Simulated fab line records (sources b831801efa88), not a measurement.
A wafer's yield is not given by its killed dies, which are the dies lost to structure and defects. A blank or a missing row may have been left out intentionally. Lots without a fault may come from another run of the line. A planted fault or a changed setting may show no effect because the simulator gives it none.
The tool behind it: which one? -- flow gf180mcu -- 45 wafers from 15 lots sampled at 4 of the route's 602 steps

== WHAT THE GAUGES SHOWED, per wafer ==
GF_NSD_TW_MEAS_12.
lot,measured,on,NSD_TW
L173,day 13 11:49,film metro-01,4346 4307 4307
L174,day 13 15:35,film metro-02,4244 4275 4247
L177,day 14 19:11,film metro-01,4296 4295 4295
L181,day 16 09:08,film metro-04,4306 4285 4289
L182,day 16 15:07,film metro-01,4292 4277 4291
L183,day 16 23:26,film metro-01,4275 4282 4278
L184,day 17 08:39,film metro-04,4318 4301 4315
L186,day 18 00:29,film metro-01,4318 4313 4302
L188,day 18 13:02,film metro-04,4319 4307 4289
L189,day 18 23:14,film metro-01,4309 4294 4282
L190,day 19 08:39,film metro-04,4270 4265 4247
L192,day 20 02:50,film metro-04,4334 4318 4348
L193,day 20 11:45,film metro-01,4307 4319 4307
L194,day 20 23:28,film metro-02,4264 4288 4267
L195,day 21 02:34,film metro-01,4297 4296 4280

GF_SAB_OVL_MEAS_10.
lot,measured,on,SAB_OVL (nm)
L173,day 15 06:52,overlay-01,1.9 1.6 0.8
L174,day 15 11:06,overlay-01,2.0 2.0 1.8
L177,day 16 15:55,overlay-02,0.5 1.8 2.2
L181,day 18 07:10,overlay-01,-0.1 0.5 -0.7
L182,day 18 13:28,overlay-02,2.0 2.9 3.2
L183,day 18 23:09,overlay-02,2.0 2.6 3.9
L184,day 19 09:11,overlay-02,0.0 -0.6 -0.1
L186,day 20 02:01,overlay-01,3.6 2.6 2.7
L188,day 20 15:13,overlay-01,2.2 2.2 1.4
L189,day 21 01:10,overlay-02,1.3 2.8 2.5
L190,day 21 09:47,overlay-01,0.3 1.6 1.9
L192,day 22 03:30,overlay-01,1.6 2.2 1.6
L193,day 22 12:28,overlay-02,3.4 3.9 2.9
L194,day 22 23:22,overlay-02,0.9 -1.5 -0.3
L195,day 23 01:43,overlay-02,2.3 1.0 2.7

GF_SALICIDE_RS_MEAS_04: measures by four-point-probe.
lot,measured,on,SALICIDE_TIN_RS (ohm/sq)
L173,day 15 07:18,film metro-03,17.6 17.0 17.1
L174,day 15 11:32,film metro-04,17.6 17.1 17.3
L177,day 16 16:20,film metro-03,17.4 17.3 17.1
L181,day 18 07:37,film metro-03,16.8 16.7 16.8
L182,day 18 13:56,film metro-03,17.7 17.4 16.9
L183,day 18 23:35,film metro-01,17.1 17.3 17.2
L184,day 19 09:39,film metro-01,17.5 17.6 17.8
L186,day 20 02:27,film metro-01,17.6 17.7 17.4
L188,day 20 15:40,film metro-03,16.6 17.5 16.8
L189,day 21 01:36,film metro-03,17.4 17.6 17.1
L190,day 21 10:14,film metro-01,17.0 17.2 16.6
L192,day 22 03:56,film metro-03,17.5 16.8 17.3
L193,day 22 12:58,film metro-01,17.0 16.8 17.4
L194,day 22 23:48,film metro-04,17.6 17.7 17.9
L195,day 23 02:10,film metro-01,16.9 17.5 17.3

== WHAT TOOL EACH LOT RAN ON (gives the tool, then ch and the chambers of the sampled wafers, and finally the start) ==
lot,GF_MVPSD_EXPOSE_04
L173,"iline stepper-01 ch 0, day 4 19:11"
L174,"iline stepper-01 ch 0, day 4 22:32"
L177,"iline stepper-02 ch 0, day 5 18:07"
L181,"iline stepper-01, day 6 19:06"
L182,"iline stepper-02, day 6 22:03"
L183,"iline stepper-01, day 7 06:58"
L184,"iline stepper-01 ch 0, day 7 13:43"
L186,"iline stepper-02 ch 0, day 7 23:46"
L188,"iline stepper-01 ch 0, day 8 11:36"
L189,"iline stepper-02 ch 0, day 8 16:19"
L190,"iline stepper-01 ch 0, day 8 22:51"
L192,"iline stepper-01 ch 0, day 9 10:55"
L193,"iline stepper-02 ch 0, day 9 17:39"
L194,"iline stepper-02 ch 0, day 9 23:02"
L195,"iline stepper-02 ch 0, day 10 06:53"
- GF_MVPSD_EXPOSE_04: exposes mask MVPSD, target cd 1000 nm.

== WHAT THE TOOLS THEMSELVES READ (means of the sampled wafers that have a number; where no wafer has one, the mark that the record gives instead) ==
GF_MVPSD_EXPOSE_04.
lot,tool,exposure dose mJ cm2,focus offset nm (nm)
L173,iline stepper-01,259.77,0.5
L174,iline stepper-01,259.99,-0.5
L177,iline stepper-02,259.71,0.5
L181,iline stepper-01,-,-
L182,iline stepper-02,-,-
L183,iline stepper-01,-,-
L184,iline stepper-01,260.04,0.4
L186,iline stepper-02,259.93,0.3
L188,iline stepper-01,260.11,0.3
L189,iline stepper-02,260.17,0.7
L190,iline stepper-01,260.10,0.2
L192,iline stepper-01,259.90,-0.8
L193,iline stepper-02,260.35,-0.4
L194,iline stepper-02,259.75,0.5
L195,iline stepper-02,259.75,0.5

== THE ANSWER, worked out from the rows above alone ==
Rule: what is usual is taken from the lots themselves. Put in order of their means at a reading, lots are off if they are a third of the lots or fewer, leave a main group of 4 or more, and stand apart from it by a gap of 3 or more times the standard deviation of the main group's means; of several such gaps the widest counts. Not used: any main group whose means are identical at the precision the tables above print for the reading. A lot without any number at a reading at which 4 lots or more have one is off too. All remaining lots with rows at the step are treated as sound. After the gauges, taken in route order, come the tools' own readings; for these a lot's mean is taken, as printed above. At the first step where some lot is off, the reading lying furthest off is the one used; lots without a number count as furthest.
Off, at GF_MVPSD_EXPOSE_04 on exposure dose mJ cm2: L181, L182, L183. Without a number there: L181, L182, L183. For the main group the mean is 259.96 and the standard deviation 0.19.
If a tool, at that step or one of the process steps before it, ran each lot that is off and ran no sound lot following the first of them, it fits. Of those tried, none fits.

== WHAT HAD BEEN PUT IN BY THE SIMULATOR ==
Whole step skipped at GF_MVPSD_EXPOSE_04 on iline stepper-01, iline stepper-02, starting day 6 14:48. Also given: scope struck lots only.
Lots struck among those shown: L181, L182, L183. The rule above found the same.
